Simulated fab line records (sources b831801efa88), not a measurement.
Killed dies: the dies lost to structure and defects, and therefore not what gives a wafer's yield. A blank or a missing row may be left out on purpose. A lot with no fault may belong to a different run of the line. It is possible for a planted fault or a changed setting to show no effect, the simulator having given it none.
Problem report in the 8D (eight disciplines) form, filled by code -- flow gf180mcu -- the parts of the form that need people (team, actions taken, sign-off) are left out

1. THE ISSUE
At GF_SAB_CD_MEAS_09, cd-nm averages 264.9 nm over 2 wafers from 2 lots, while fault-free wafers read 420.4 nm, standard deviation 2. That is -78 standard deviations from the usual mean.
The step: target cd 420 nm.
Seen first at day 20 14:59 on cd-sem-01, wafer L796.6. At this step, 42 wafers from 14 lots have a number in the record. The rule behind "out" and "out of limits": a value lying over 4 standard deviations away from the usual mean. All remaining wafers that have a number are taken as sound.

2. WHAT IT IS, WHAT IT ISN'T
question,is,is not
which readings at this step,cd-nm,-
which lots,"L796, L797","L781, L783, L784, L785, L786, L787, L788, L789, L791, L794, L800, L802"
which wafers of those lots,"L796.6, L797.2","L796.3, L796.4, L797.1, L797.3"
read on which gauges,cd-sem-01,cd-sem-02
when,from day 20 14:59,"up to then (32 sound wafers); but 8 sound wafers of L797, L800, L802 came after"

3. THE SUSPECTS, EACH WITH WHAT RULES IT OUT
Counting: if a tool at a process step up to the reading ran every lot that is out, it stays a suspect. Sound lots after the first of them don't rule it out here, since some wafers of a struck lot are sound.
- the gauge at GF_SAB_CD_MEAS_09: kept. All the wafers that are out were read on cd-sem-01, and no step on other tools shows them out.
- iline-stepper-02 at GF_SAB_EXPOSE_06 (exposes mask SAB, target cd 420 nm): kept. It ran every lot that is out, first L796 (day 20 02:49); its last sound lot up to then is L794 (day 19 11:55).
Left after counting: iline-stepper-02 at GF_SAB_EXPOSE_06, cd-sem-01 at GF_SAB_CD_MEAS_09.

4. THE CAUSE (what the simulator had put in)
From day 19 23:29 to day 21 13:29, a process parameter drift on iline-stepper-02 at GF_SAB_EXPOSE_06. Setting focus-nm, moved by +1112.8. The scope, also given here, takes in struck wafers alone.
Counting leaves 2 suspects; this tool is one of them.

5. SEQUENCE OF EFFECTS, ordered by route
Each row: a reading where the mean over the struck wafers with a number is more than 3 standard deviations away from the usual. Readings are gone through only where the record gives a usual standard deviation; hours: the median, over the lots, of the time from a lot's start at the first step in this table giving one to that lot's start at this step; sigmas: the change measured in usual standard deviations.
hours,step,reading,usual,on struck wafers,change,sigmas
0,GF_SAB_CD_MEAS_09,cd-nm,420.4 nm,264.9,-155.5,-78

6. WHAT WOULD HAVE CAUGHT IT SOONER
15 hours passed between the start of the fault at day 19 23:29 and the first reading out of limits at a measuring or inspecting step in this record, taken at day 20 14:59.
By day 20 14:59, every lot that is out (2) had started GF_SAB_EXPOSE_06 on iline-stepper-02. A hold on the tool at that time would have spared none of them.
